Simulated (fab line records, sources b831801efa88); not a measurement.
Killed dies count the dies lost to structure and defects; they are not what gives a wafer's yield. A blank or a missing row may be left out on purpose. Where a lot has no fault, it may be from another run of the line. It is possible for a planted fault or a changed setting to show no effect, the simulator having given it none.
A struck lot beside a sound one	flow sky130	42 out of 708 route steps
Sound: these wafers, L383.1, L383.3, L383.6. The struck wafers were L376.1, L376.3, L376.6. The cause is given at the end.
Order at every step that has rows: each side's tool, ch and its chambers, its first start. Under that, the readings that differ: sound wafers	struck wafers	difference of the means	sigmas: that difference in standard deviations of wafers without a fault.
alike: words and numbers the same on both sides, and readings whose means are apart by under 2 such deviations; not compared: readings that were withheld, readings missing a value for some wafer, numbers with overlapping values and no deviation given by the record, and bounds like >300 which may hide the same value.
A row with sigmas, a row that says differs or no value, or rows on one side alone: a step with any of these is where the two part. Numbers that have no deviation but don't overlap get no sigmas and don't part them. A reading missing from all wafers of one side parts the sides only when that side holds two or more wafers.

SKY_METAL5_THK_MEAS_06: measures by xrf.
  sound: filmMetro-01 at day 46 23:38; struck: filmMetro-01 at day 45 13:51
  alike: METAL5_ALCU_THK
then, 8 steps without rows for these wafers: SKY_METAL5_DEHYDRATE_07 (time 60 s); SKY_METAL5_HMDS_08 (prime time 60 s); SKY_METAL5_COAT_09 (resist thk 1800 nm); SKY_METAL5_SOFTBAKE_10 (time 60 s); SKY_METAL5_EXPOSE_11 (exposes mask MM5, target cd 1600 nm); SKY_METAL5_PEB_12; SKY_METAL5_DEVELOP_13 (develop time 60 s); SKY_METAL5_DESCUM_14 (chemistry O2, time 11 s).
SKY_METAL5_METAL_ETCH_15: etches the open film in Cl2/BCl3, stops on SiO2, target depth 1260 nm, time 252 s.
  sound on rieMetal-03 ch 0, day 47 18:34; struck on rieMetal-04 ch 0,1, day 46 10:16
  alike: drypumpMotorCurrentA, oesProductAu, throttleValvePct
  not compared: rfHoursCounterH
SKY_METAL5_STRIP_16: strips in O2/N2.
  sound on plasmaAsher-03 ch 0,1, day 47 18:47; struck on plasmaAsher-03 ch 0,1, day 46 10:30
  alike: drypumpMotorCurrentA, oesProductAu, stripTimeToEndpointS
  not compared: rfHoursCounterH
then, 1 step without rows for these wafers: SKY_METAL5_STRIP_17 (strips in post etch residue remover, time 1200 s).
SKY_METAL5_CLEAN_18: cleans in IPA, time 180 s.
  sound on wetBench-01 ch 0, day 47 19:14; struck on wetBench-03 ch 0, day 46 10:58
then, 2 steps without rows for these wafers: SKY_METAL5_CLEAN_19 (cleans in O3/DIW); SKY_PASSIVATION_CVD_00 (deposits SiO2, target thk 90 nm).
SKY_PASSIVATION_THK_MEAS_01:
  sound: filmMetro-04 at day 47 19:25; struck: filmMetro-02 at day 46 11:09
  alike: PASSIVATION_CVD_00_THK
then, 1 step without rows for these wafers: SKY_PASSIVATION_CVD_02 (deposits Si3N4, target thk 540 nm).
SKY_PASSIVATION_THK_MEAS_03:
  sound: filmMetro-04 at day 47 19:42; struck: filmMetro-02 at day 46 11:33
  alike: PASSIVATION_CVD_02_THK
then, 7 steps without rows for these wafers: SKY_PASSIVATION_DEHYDRATE_04 (time 60 s); SKY_PASSIVATION_HMDS_05 (prime time 60 s); SKY_PASSIVATION_COAT_06 (resist thk 3000 nm); SKY_PASSIVATION_SOFTBAKE_07; SKY_PASSIVATION_EXPOSE_08 (exposes mask NSM, target cd 3000 nm); SKY_PASSIVATION_PEB_09; SKY_PASSIVATION_DEVELOP_10 (develop time 60 s).
SKY_PASSIVATION_ETCH_11: etches the open film in CF4/O2, stops on AlCu, target depth 725 nm, time 161.1 s.
  sound on rieDiel-04 ch 0,2, day 48 14:35; struck on rieDiel-02 ch 0,1, day 47 07:34
  alike: O2_flow_sccm, drypumpMotorCurrentA, oesProductAu, throttleValvePct
  not compared: rfHoursCounterH
SKY_PASSIVATION_STRIP_12: strips in O2/N2.
  sound on plasmaAsher-03 ch 0,1, day 48 14:44; struck on plasmaAsher-01 ch 0,1, day 47 07:41
reading	sound	struck	difference	sigmas
stripTimeToEndpointS (s)	31.44 31.30 31.21	31.53 31.56 31.63	+0.26	+2
  alike: drypumpMotorCurrentA, oesProductAu
  not compared: rfHoursCounterH
then, 8 steps without rows for these wafers: SKY_PAD_OPEN_DEHYDRATE_00 (time 60 s); SKY_PAD_OPEN_HMDS_01 (prime time 60 s); SKY_PAD_OPEN_COAT_02 (resist thk 3000 nm); SKY_PAD_OPEN_SOFTBAKE_03; SKY_PAD_OPEN_EXPOSE_04 (exposes mask PDM, target cd 60000 nm); SKY_PAD_OPEN_PEB_05; SKY_PAD_OPEN_DEVELOP_06 (develop time 60 s); SKY_PAD_OPEN_ETCH_07 (etches the open film in CF4/O2, stops on AlCu, target depth 725 nm, time 161.1 s).
SKY_PAD_OPEN_STRIP_08: strips in O2/N2.
  sound on plasmaAsher-04 ch 0,1, day 49 08:26; struck on plasmaAsher-03 ch 0,1, day 48 03:23
  alike: drypumpMotorCurrentA, oesProductAu, stripTimeToEndpointS
  not compared: rfHoursCounterH
then, 4 steps without rows for these wafers: SKY_PAD_OPEN_STRIP_09 (strips in post etch residue remover, time 1200 s); SKY_PAD_OPEN_CLEAN_10 (cleans in IPA, time 180 s); SKY_PAD_OPEN_CLEAN_11 (cleans in O3/DIW); SKY_PAD_OPEN_ANNEAL_12.
SKY_PAD_OPEN_BOW_MEAS_13:
  sound: filmMetro-03 at day 49 10:34; struck: filmMetro-04 at day 48 05:29
  alike: PAD_OPEN_BOW
SKY_PAD_OPEN_PROBE_99:
  sound: prober-01 at day 49 10:41; struck: prober-01 at day 48 05:36
reading	sound	struck	difference	sigmas
defectLimitedYield (%)	84.3 81.3 76.8	74.2 69.9 73.2	-8.4	-4
killed_at_M4_up	3 2 8	63 69 67	+62	+36
killedAtFrontEnd	17 15 23	9 11 8	-9	-2
killedDies	77 92 114	127 148 132	+41	+4
killedShort	36 52 63	34 33 31	-18	-3
sort_bin_3_pad_short (%)	0.8 1.0 0.6	3.5 2.6 3.3	+2.3	+6
sort_bin_5_function (%)	8.7 12.4 13.8	16.7 18.9 16.5	+5.7	+4
sortNPass	415 400 378	365 344 360	-41	-4
sortYieldPct (%)	84.3 81.3 76.8	74.2 69.9 73.2	-8.4	-4
model.etest.tester.sortNPass	415 400 378	365 344 360	-41	
model.etest.tester.sortYieldPct (%)	84.35 81.3 76.83	74.19 69.92 73.17	-8.40	
model.etest.tester.sort_bin_5_pct (%)	8.74 12.4 13.82	16.67 18.9 16.46	+5.69	
model.etest.tester.sort_bin_3_pct (%)	0.813 1.016 0.6098	3.455 2.642 3.252	+2.303	
  alike: killed_at_M0_to_M3, killedAtContacts, killedAtOther, killedOpen, sort_bin_6_memory

## WHERE THEY PART
At SKY_PASSIVATION_STRIP_12 first; at SKY_PAD_OPEN_PROBE_99 last (within this record only).

WHY: what had been put in by the simulator
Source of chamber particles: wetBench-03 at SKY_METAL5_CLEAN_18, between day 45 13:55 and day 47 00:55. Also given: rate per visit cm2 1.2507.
